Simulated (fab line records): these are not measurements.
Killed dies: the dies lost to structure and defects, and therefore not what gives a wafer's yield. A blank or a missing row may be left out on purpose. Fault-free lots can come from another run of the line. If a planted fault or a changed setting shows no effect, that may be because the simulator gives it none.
fab line records    flow sky130
record lots=7  wafers=18  lastDay=50
route steps=708 shown DNWELL@39 PWDE@45 NWELL@56
lots that met no fault: from a run of the same line without faults
startH: hours from the record's opening day to when the first of the lot's shown wafers began    waitH: time in hours since the lot's previous step    " repeats the value in the row above    L1.1+2: several wafers, shown together as one row    - no value, or no start was given    * or withheld: withheld    < > ~ a bound
route shown NAME@n: names a module that has steps shown in the file, with the first one's number in the route    usual: mean/standard deviation taken from wafers without a fault    same: alike in all rows    chamber/n: place in a boat    sites: per-site readings    _std_site: the values' standard deviation    _edge_site: inner sites' mean taken away from outer sites' mean    radiusMm: for every site, how far away it sits from the centre of the wafer    mask NAME#n: copy n    behind: the most recent tool/chamber to have shaped the wafer    hold: why the lot went on hold/how many hours it stayed there/how the hold came to an end    device: names the non-switching transistor (n, p or np)    end of line: at the end of the route, the tests of the same wafers    a step with no rows: only its recipe    killed: at the first sort, the dies lost to defects and structure; wafer yield is something else    map: dies across one wafer; x = killed, . = not, _ = none there
set.NAME: the setting that was run; set.NAME@STEP: the one run at that earlier step    model.NAME: the simulator's own value behind a step, which no gauge read
lots seen at some steps along the route; tables by step, rows by wafer
services: the hour from which a tool's chamber was out of use, counted from the record's first day as startH (under 0 if before that day), plus the number of hours and why
## steps
# step SKY_DNWELL_EXPOSE_04
# recipe maskId=DNM  na=0.57  targetCdNm=3000  doseMj=222
# step SKY_DNWELL_PEB_05
# recipe tempC=115  timeS=withheld
# step SKY_DNWELL_DEVELOP_06
# recipe wallAngleDeg=90  developer=TMAH  developTimeS=60  devTempC=23
# step SKY_DNWELL_IMPLANT_07
# recipe species=P  energyKev=withheld  doseCm2=withheld  tiltDeg=withheld
# step SKY_DNWELL_STRIP_08
# recipe chemistry=O2/N2  powerW=1400  pressureMtorr=1500  platenTempC=withheld  o2FlowSccm=3000  n2FlowSccm=300  overashFraction=0.5
# usual drypumpMotorCurrentA=5.8/0.54  oesProductAu=0.722/0.0045  stripTimeToEndpointS=36.87/0.097
# same overashFraction=0.5
lot.wafer  tool            chamber  startH  waitH  drypumpMotorCurrentA  oesProductAu  rfHoursCounterH  stripTimeToEndpointS
L913.1     plasmaAsher-03  1        59.46   0.1    6.5                   0.727         23               36.81
L913.4     "               0        "       "      6.3                   0.717         -                36.80
L913.5     "               1        "       "      6.4                   0.726         -                36.84
L915.1     plasmaAsher-04  0        68.61   0.1    6.3                   0.721         37               36.98
L915.5     "               1        "       "      5.2                   0.722         -                36.88
L915.6     "               0        "       "      6.3                   0.720         -                36.89
L925.2     plasmaAsher-03  0        121.90  0.1    6.2                   0.716         29               36.97
L925.5     "               0        "       "      6.3                   0.713         -                36.95
L926.2     plasmaAsher-04  1        127.85  0.1    5.2                   0.714         43               36.94
L926.6     "               1        "       "      5.2                   0.725         -                36.84
L927.4     plasmaAsher-01  0        133.69  0.1    5.2                   0.724         -                36.81
L927.5     "               0        "       "      5.1                   0.725         -                36.82
L930.2     plasmaAsher-01  0        151.66  0.1    5.2                   0.728         3                36.84
L930.4     "               1        "       "      5.7                   0.724         -                36.76
L930.5     "               0        "       "      5.2                   0.719         -                36.83
L933.1     plasmaAsher-01  0        168.39  0.1    5.2                   0.724         5                36.70
L933.4     "               0        "       "      5.2                   0.715         -                36.76
L933.5     "               1        "       "      5.7                   0.724         -                36.69
# step SKY_DNWELL_TW_MEAS_09
# usual DNWELL_TW=1113/6.6
lot.wafer  tool          chamber  startH  waitH  DNWELL_TW
L913.1     filmMetro-01  -        59.56   0.1    1113
L913.4     "             -        "       "      1114
L913.5     "             -        "       "      1112
L915.1     filmMetro-01  -        68.71   0.1    1115
L915.5     "             -        "       "      1109
L915.6     "             -        "       "      1118
L925.2     filmMetro-01  -        122.01  0.1    1114
L925.5     "             -        "       "      1115
L926.2     filmMetro-01  -        127.96  0.1    1112
L926.6     "             -        "       "      1115
L927.4     filmMetro-01  -        133.79  0.1    1114
L927.5     "             -        "       "      1118
L930.2     filmMetro-02  -        151.77  0.1    1120
L930.4     "             -        "       "      1115
L930.5     "             -        "       "      1117
L933.1     filmMetro-02  -        168.49  0.1    1117
L933.4     "             -        "       "      1114
L933.5     "             -        "       "      1114
# step SKY_PWDE_DEHYDRATE_00
# recipe tempC=200  timeS=60
# step SKY_PWDE_HMDS_01
# recipe primeTimeS=60  primeTempC=120
# step SKY_PWDE_COAT_02
# recipe spinRpm=2000  resistThkNm=3000
# step SKY_PWDE_SOFTBAKE_03
# recipe tempC=110  timeS=withheld
# step SKY_PWDE_EXPOSE_04
# recipe maskId=PWDEM  na=0.6  sourceShape=conventional  sigmaOuter=0.6  polarization=unpolarized  targetCdNm=840  doseMj=214
# step SKY_PWDE_PEB_05
# recipe tempC=115  timeS=withheld
# step SKY_PWDE_DEVELOP_06
# recipe wallAngleDeg=90  developer=TMAH  developTimeS=60  devTempC=23
# usual developerTempC=23.00/0.098
lot.wafer  tool           chamber  startH  waitH  developerTempC
L913.1     lithoTrack-04  0        76      -      22.91
L913.4     "              0        "       "      23.00
L913.5     "              0        "       "      22.86
L915.1     lithoTrack-03  0        86      -      23.09
L915.5     "              0        "       "      22.87
L915.6     "              0        "       "      22.98
L925.2     lithoTrack-04  0        141     -      22.93
L925.5     "              0        "       "      22.87
L926.2     lithoTrack-04  0        146     -      23.16
L926.6     "              0        "       "      23.10
L927.4     lithoTrack-04  0        153     -      23.17
L927.5     "              0        "       "      23.12
L930.2     lithoTrack-01  0        172     -      23.01
L930.4     "              0        "       "      23.14
L930.5     "              0        "       "      23.07
L933.1     lithoTrack-01  0        189     -      23.09
L933.4     "              0        "       "      22.86
L933.5     "              0        "       "      22.95
# step SKY_PWDE_OVL_MEAS_07
# usual PWDE_OVL=-0.2/1.4
lot.wafer  tool        chamber  startH  waitH  PWDE_OVL[nm]
L913.1     overlay-02  -        76.48   -      2.0
L913.4     "           -        "       "      1.8
L913.5     "           -        "       "      -1.2
L915.1     overlay-02  -        86.46   -      0.4
L915.5     "           -        "       "      -1.7
L915.6     "           -        "       "      0.1
L925.2     overlay-01  -        141.78  -      -
L925.5     "           -        "       "      -
L926.2     overlay-01  -        146.98  -      -
L926.6     "           -        "       "      0.5
L927.4     overlay-01  -        153.54  -      -1.6
L927.5     "           -        "       "      -
L930.2     overlay-02  -        172.40  -      -1.1
L930.4     "           -        "       "      0.7
L930.5     "           -        "       "      2.3
L933.1     overlay-02  -        189.34  -      -1.1
L933.4     "           -        "       "      1.0
L933.5     "           -        "       "      4.2
# step SKY_PWDE_IMPLANT_08
# recipe species=B  energyKev=150  doseCm2=3.6e+12  tiltDeg=withheld
# step SKY_PWDE_STRIP_09
# recipe chemistry=O2/N2  powerW=1400  pressureMtorr=1500  platenTempC=withheld  o2FlowSccm=3000  n2FlowSccm=300  overashFraction=0.5
# usual drypumpMotorCurrentA=5.7/0.37  oesProductAu=0.723/0.0047  stripTimeToEndpointS=36.89/0.11
# same overashFraction=0.5
lot.wafer  tool            chamber  startH  waitH  drypumpMotorCurrentA  oesProductAu  rfHoursCounterH  stripTimeToEndpointS
L913.1     plasmaAsher-04  0        76.66   0.1    6.3                   0.731         38               36.95
L913.4     "               1        "       "      5.2                   0.727         -                36.87
L913.5     "               1        "       "      5.1                   0.725         -                37.01
L915.1     plasmaAsher-04  0        86.65   0.1    6.3                   0.726         39               36.69
L915.5     "               1        "       "      5.2                   0.729         -                36.64
L915.6     "               0        "       "      6.3                   0.715         -                36.75
L925.2     plasmaAsher-01  1        141.96  0.1    5.7                   0.719         2                37.00
L925.5     "               0        "       "      5.2                   0.721         -                36.83
L926.2     plasmaAsher-01  0        147.16  0.1    5.2                   0.727         3                36.80
L926.6     "               0        "       "      5.2                   0.727         -                36.72
L927.4     plasmaAsher-02  0        153.74  0.1    5.7                   0.717         -                36.91
L927.5     "               1        "       "      6.1                   0.716         -                36.92
L930.2     plasmaAsher-02  0        172.58  0.1    5.7                   0.723         49               36.79
L930.4     "               1        "       "      6.1                   0.721         -                36.85
L930.5     "               1        "       "      6.1                   0.716         -                36.74
L933.1     plasmaAsher-02  0        189.53  0.1    5.7                   0.726         51               37.07
L933.4     "               0        "       "      5.7                   0.727         -                37.05
L933.5     "               0        "       "      5.7                   0.729         -                37.01
# step SKY_PWDE_TW_MEAS_10
# usual PWDE_TW=373.5/2.8
lot.wafer  tool          chamber  startH  waitH  PWDE_TW
L913.1     filmMetro-02  -        76.76   0.1    375.3
L913.4     "             -        "       "      375.7
L913.5     "             -        "       "      373.5
L915.1     filmMetro-01  -        86.75   0.1    373.9
L915.5     "             -        "       "      372.8
L915.6     "             -        "       "      374.2
L925.2     filmMetro-02  -        142.07  0.1    30.3
L925.5     "             -        "       "      30.2
L926.2     filmMetro-02  -        147.27  0.1    30.4
L926.6     "             -        "       "      375.9
L927.4     filmMetro-01  -        153.84  0.1    375.7
L927.5     "             -        "       "      30.1
L930.2     filmMetro-02  -        172.69  0.1    373.5
L930.4     "             -        "       "      376.6
L930.5     "             -        "       "      377.5
L933.1     filmMetro-01  -        189.63  0.1    373.4
L933.4     "             -        "       "      375.3
L933.5     "             -        "       "      375.4
# step SKY_NWELL_DEHYDRATE_03
# recipe tempC=200  timeS=60
## services
tool            chamber  startH  hours  kind
plasmaAsher-03  -        61.59   1.3    repair
plasmaAsher-01  -        108.75  9.0    pm
plasmaAsher-01  0        108.75  9.0    ventCycle
plasmaAsher-01  1        108.75  9.0    ventCycle
plasmaAsher-01  0        117.75  -      clean
plasmaAsher-01  1        117.75  -      clean
lithoTrack-01   -        120.61  -      consumableReplace:filter
plasmaAsher-04  -        120.87  2.1    repair
## key
firstSign step=SKY_PWDE_OVL_MEAS_07  reading=PWDE_OVL  direction=missing
effect step=SKY_PWDE_TW_MEAS_10  reading=PWDE_TW  direction=down  sigmas=99+  usual=373.5  struck=30.3
metAt SKY_PWDE_DEVELOP_06
struckWafers L925.2,L925.5,L926.2,L927.5
sortLeftOut L925.2,L925.5,L926.2,L927.5
testerLeftOut L925,L926,L927
onsetBetween 76 141
fault kind=processParameterDrift  tool=lithoTrack-04  chamber=-  onsetH=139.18  steps=SKY_PWDE_DEVELOP_06  channel=developTimeS  offset=*  shape=step  endH=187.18  scope=struckWafersOnly  actsIn=*  stated=*
# testerLeftOut: of these lots the tester's yield and bins aren't shown, on N5 and GAA mostly nor the transistor test; their killed dies are dies lost to structure and defects alone, not to doping, threshold or leakage, so they don't give the yield
# sortLeftOut: the simulated sort isn't trusted on such a fault, so these wafers' sort isn't shown, and their yield isn't known
